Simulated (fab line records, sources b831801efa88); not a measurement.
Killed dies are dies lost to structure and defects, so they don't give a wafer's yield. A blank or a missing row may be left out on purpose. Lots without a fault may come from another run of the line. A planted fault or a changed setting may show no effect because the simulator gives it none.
One fault seen from 2 desks | flow sky130 | each desk has only its own numbers; what lay behind them comes last

THE TOOL OWNER'S DESK: litho_track-03
The tool's own readings at SKY_VT_ADJUST_LVTN_COAT_02 (resist thk 3000 nm): means of the sampled wafers that have a number, for each lot that ran on this tool. A lot is out of limits, marked OUT, if its mean lies more than 4 standard deviations from the usual mean; the brackets give that distance.
Columns: A = spin_speed_rpm at SKY_VT_ADJUST_LVTN_COAT_02, usual 1999.7 rpm
lot  | first seen here | A
L397 | day 6 23:43     | 1999.8
L399 | day 7 10:49     | 1999.1
L403 | day 8 10:13     | 2000.9
L407 | day 9 19:07     | 1999.7
L419 | day 12 16:53    | 2000.1
This desk's finding: nothing out of limits on any of the 5 lots.

THE METROLOGY DESK
What the gauges read, lot by lot, whatever tool the lot ran on: means of the sampled wafers that have a number. A lot is out of limits, marked OUT, if its mean lies more than 4 standard deviations from the usual mean; the brackets give that distance.
Columns: A = VT_ADJUST_NCORE_OVL at SKY_VT_ADJUST_NCORE_OVL_MEAS_08, usual 0.7 nm
lot  | first seen here | A
L397 | day 9 04:22     | 0.4
L398 | day 9 09:38     | 0.9
L399 | day 9 16:19     | -0.9
L403 | day 10 20:57    | 2.0
L407 | day 12 07:11    | 1.2
L412 | day 13 20:28    | 0.7
L413 | day 14 02:34    | 0.2
L415 | day 14 13:24    | 2.3
L417 | day 15 03:43    | -1.4
L418 | day 15 09:52    | -1.1
L419 | day 15 16:13    | 2.7
This desk's finding: nothing out of limits on any of the 11 lots.

PUT TOGETHER
The tool owner's desk saw nothing out of limits.
The metrology desk saw nothing out of limits.

WHAT THE SIMULATOR HAD PUT IN
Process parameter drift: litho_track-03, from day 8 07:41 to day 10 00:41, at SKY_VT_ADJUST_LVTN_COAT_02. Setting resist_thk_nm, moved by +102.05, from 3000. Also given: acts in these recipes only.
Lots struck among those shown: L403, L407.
